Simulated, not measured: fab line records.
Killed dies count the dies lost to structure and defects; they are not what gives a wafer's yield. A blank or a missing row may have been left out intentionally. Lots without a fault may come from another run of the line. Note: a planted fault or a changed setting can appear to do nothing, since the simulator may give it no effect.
A sampling plan put to the test    flow sky130    9 faults told of in these records, all on one fab line, each judged by the records of the lots it struck
The plan is the line's own looks: the steps of the route at which a gauge or an inspection reads the wafer and doesn't change it. A look is open to judgement when struck wafers have a number at it and the file gives its usual mean and standard deviation on fault-free wafers. Caught: at a look after the fault's first step, the mean of the struck wafers lies 4 or more of those standard deviations (sigma) from the usual mean. On the tool: the identical test, applied to the tool's own readings at the steps of the fault. Caught also covers a different recipe on the struck wafers, or a record left blank for those wafers only.

## THE FAULTS, as the simulator had put them in
1. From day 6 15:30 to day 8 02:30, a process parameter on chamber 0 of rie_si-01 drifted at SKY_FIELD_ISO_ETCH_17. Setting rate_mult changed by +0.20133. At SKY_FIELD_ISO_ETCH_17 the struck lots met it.
2. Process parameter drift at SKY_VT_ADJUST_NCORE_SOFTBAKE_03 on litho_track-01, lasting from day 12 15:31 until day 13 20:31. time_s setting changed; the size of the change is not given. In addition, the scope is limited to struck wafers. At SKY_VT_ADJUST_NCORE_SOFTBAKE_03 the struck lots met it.
3. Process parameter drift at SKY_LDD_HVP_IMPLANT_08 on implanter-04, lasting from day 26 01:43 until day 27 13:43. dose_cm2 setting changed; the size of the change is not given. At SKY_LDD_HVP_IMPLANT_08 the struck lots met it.
4. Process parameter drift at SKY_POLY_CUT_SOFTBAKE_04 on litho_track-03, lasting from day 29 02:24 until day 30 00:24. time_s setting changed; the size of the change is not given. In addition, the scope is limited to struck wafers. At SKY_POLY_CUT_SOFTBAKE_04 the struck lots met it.
5. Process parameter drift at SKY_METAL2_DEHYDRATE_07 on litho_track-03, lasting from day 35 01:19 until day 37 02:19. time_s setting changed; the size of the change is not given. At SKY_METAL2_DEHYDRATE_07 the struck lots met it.
6. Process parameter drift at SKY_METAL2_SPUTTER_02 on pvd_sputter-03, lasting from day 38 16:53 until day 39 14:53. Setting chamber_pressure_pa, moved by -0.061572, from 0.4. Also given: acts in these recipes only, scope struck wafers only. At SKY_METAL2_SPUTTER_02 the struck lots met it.
7. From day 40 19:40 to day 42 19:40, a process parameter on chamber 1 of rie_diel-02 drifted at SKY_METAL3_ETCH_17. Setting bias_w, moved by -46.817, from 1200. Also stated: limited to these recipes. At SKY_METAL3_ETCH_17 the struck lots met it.
8. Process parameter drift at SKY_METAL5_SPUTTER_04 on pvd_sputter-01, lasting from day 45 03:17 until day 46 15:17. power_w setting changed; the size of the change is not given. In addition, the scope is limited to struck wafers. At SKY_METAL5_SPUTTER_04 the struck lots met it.
9. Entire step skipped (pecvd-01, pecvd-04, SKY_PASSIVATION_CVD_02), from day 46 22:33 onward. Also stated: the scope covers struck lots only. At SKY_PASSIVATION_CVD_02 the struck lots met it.

## WHAT THE PLAN SAW
fault  on the tool itself                                first look that catches it                       reading, sigma  median hours from its first step to that look  hours from the fault's start to the first struck lot there  judged looks passed uncaught
1      oes_product_au +17 sigma                          not the one look that can be judged after it     -               -                                              -                                                           1
2      heater_power_total_W +99 or beyond sigma          none of the 2 looks that can be judged after it  -               -                                              -                                                           2
3      dose_ions_cm2 -15 sigma                           not the one look that can be judged after it     -               -                                              -                                                           1
4      run_length_s +27 sigma                            no look after it can be judged                   -               -                                              -                                                           0
5      run_length_s -28 sigma                            not the one look that can be judged after it     -               -                                              -                                                           1
6      chamber_pressure_pa -50 sigma                     not the one look that can be judged after it     -               -                                              -                                                           1
7      bias_w -11 sigma                                  not the one look that can be judged after it     -               -                                              -                                                           1
8      cathode_dc_power_W -99 or beyond sigma            not the one look that can be judged after it     -               -                                              -                                                           1
9      the tool's record is blank for the struck wafers  no look after it can be judged                   -               -                                              -                                                           0
Dash: fault not caught, or number not given in these records.

Caught at a look: 0 of 9. Caught on the tool: 9 of 9. By one or the other: 9 of 9.
Caught on the tool alone: faults 1, 2, 3, 4, 5, 6, 7, 8, 9.
